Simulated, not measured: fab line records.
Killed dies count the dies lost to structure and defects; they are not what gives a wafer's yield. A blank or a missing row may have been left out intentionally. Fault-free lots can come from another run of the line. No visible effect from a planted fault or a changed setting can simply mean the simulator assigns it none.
Comparing a struck lot with a sound one	flow sfqLine	21 out of 325 route steps
Sound: wafers L841.2, L841.3, L841.5. The struck wafers were L850.1, L850.2, L850.3. The cause comes at the end.
Each step with rows lists, per side, the tool, then ch with its chambers, then its first start. Under that, the readings that differ: sound wafers	struck wafers	difference of the means	sigmas: that difference in standard deviations of wafers without a fault.
alike: words and numbers the same on both sides, and readings whose means are apart by under 2 such deviations; not compared: readings that were withheld, readings missing a value for some wafer, numbers with overlapping values and no deviation given by the record, and bounds like >300 which may hide the same value.
Wherever a step has rows on one side only, a row that says differs or no value, or a row with sigmas, the two part there. Numbers that don't overlap but have no deviation are shown without sigmas and don't part them. A reading missing from all wafers of one side parts the sides only when that side holds two or more wafers.

first, 2 steps without rows for these wafers: SFQ_TRILAYER_M2_LITHO_PEB_060 (peb time 60 s); SFQ_TRILAYER_M2_LITHO_DEVELOP_059 (time 60 s).
SFQ_M2_OVL_MEAS_916:
  sound: overlay-02 at day 31 05:29; struck: overlay-01 at day 35 16:14
  alike: M2_OVL
SFQ_TRILAYER_M2_BARC_OPEN_METAL_ETCH_077: etches BARC in O2, target depth 125 nm, time 41.7 s.
  sound on rieMetal-02 ch 0,1, day 31 05:31; struck on rieMetal-03 ch 0,1, day 35 16:17
  alike: drypumpMotorCurrentA, oesProductAu
  not compared: rfHoursCounterH
SFQ_TRILAYER_M2_ETCH_METAL_ETCH_060: etches Nb in Cl2/Ar, stops on SiO2, target depth 240 nm, time 120 s.
  sound on rieMetal-02 ch 0,1, day 31 05:34; struck on rieMetal-03 ch 0,1, day 35 16:20
  alike: drypumpMotorCurrentA, oesProductAu
  not compared: rfHoursCounterH
SFQ_TRILAYER_M2_STRIP_STRIP_061: strips in O2.
  sound on rieMetal-02 ch 0,1, day 31 05:42; struck on rieMetal-03 ch 0,1, day 35 16:28
  alike: drypumpMotorCurrentA, oesProductAu, platenTempC
  not compared: rfHoursCounterH
then, 1 step without rows for these wafers: SFQ_TRILAYER_M2_STRIP_SOLV_CLEAN_062 (cleans in NMP, time 600 s).
SFQ_TRILAYER_I2_DEP_PECVD_063: deposits SiO2 from SiH4/N2O, time 111.11 s, target thk 500 nm.
  sound on pecvd-01 ch 0,2, day 31 06:28; struck on pecvd-03 ch 0,1,2, day 35 17:14
  alike: heaterPowerW, throttleValvePct
SFQ_TRILAYER_I2_CMP_CMP_064: polishes SiO2.
  sound on cmp-01 ch 0,1,3, day 31 07:05; struck on cmp-02 ch 0,2,3, day 35 23:26
reading	sound	struck	difference	sigmas
timeToEndpointS (s)	193 202 201	219 217 217	+19	+3
  alike: headPressurePsi, motorCurrentA, retainingRingPressureFrac
SFQ_I2_BOW_MEAS_917:
  sound: filmMetro-01 at day 31 09:37; struck: filmMetro-04 at day 36 02:26
  alike: I2_BOW
then, 2 steps without rows for these wafers: SFQ_TRILAYER_I2_METRO_MEASURE_065; SFQ_TRILAYER_I2_VIA_LITHO_COAT_072 (resist thk 62 nm).
SFQ_TRILAYER_I2_VIA_LITHO_COAT_067: resist thk 650 nm.
  sound on lithoTrack-03 ch 0, day 31 11:16; struck on lithoTrack-04 ch 0, day 36 04:03
reading	sound	struck	difference	sigmas
spinSpeedRpm (rpm)	3003.9 2996.3 3000.6	2939.4 2937.0 2937.0	-62.5	-35
model.KrF_of_TRILAYER_I2_VIA_LITHO_COAT_067.thkNm (nm)	649.6 648.7 650.9	655.6 656.3 654.6	+5.8	
then, 4 steps without rows for these wafers: SFQ_TRILAYER_I2_VIA_LITHO_SOFTBAKE_071; SFQ_TRILAYER_I2_VIA_LITHO_EXPOSE_068 (exposes mask I2, target cd 500 nm); SFQ_TRILAYER_I2_VIA_LITHO_PEB_070 (peb time 60 s); SFQ_TRILAYER_I2_VIA_LITHO_DEVELOP_069 (time 60 s).
-- the record jumps here: 6 days lie between the struck wafers' starts before and after --
SFQ_I2_OVL_MEAS_918:
  sound: overlay-02 at day 31 13:10; struck: overlay-01 at day 41 20:34
  alike: I2_OVL
then, 1 step without rows for these wafers: SFQ_TRILAYER_I2_VIA_BARC_OPEN_VIA_ETCH_096 (etches BARC in O2, target depth 125 nm, time 41.7 s).
SFQ_TRILAYER_I2_VIA_ETCH_VIA_ETCH_070: etches SiO2 in CHF3, stops on Nb, target depth 260 nm.
  sound on rieDiel-03 ch 0,1,2, day 31 13:14; struck on rieDiel-01 ch 0,2,3, day 41 20:38
reading	sound	struck	difference	sigmas
model.KrF_of_TRILAYER_I2_VIA_LITHO_COAT_067.thkNm (nm)	528.9 528.5 530.2	535.9 536 533.8	+6.0	
  alike: drypumpMotorCurrentA, oesProductAu
then, 1 step without rows for these wafers: SFQ_TRILAYER_I2_VIA_STRIP_STRIP_071 (strips in O2).

WHERE THEY PART
At SFQ_TRILAYER_I2_CMP_CMP_064 first; at SFQ_TRILAYER_I2_VIA_LITHO_COAT_067 last (within this record only). Later steps at which nothing parts them and some readings are alike: SFQ_I2_OVL_MEAS_918, SFQ_TRILAYER_I2_VIA_ETCH_VIA_ETCH_070.

WHY: whatever the simulator had introduced
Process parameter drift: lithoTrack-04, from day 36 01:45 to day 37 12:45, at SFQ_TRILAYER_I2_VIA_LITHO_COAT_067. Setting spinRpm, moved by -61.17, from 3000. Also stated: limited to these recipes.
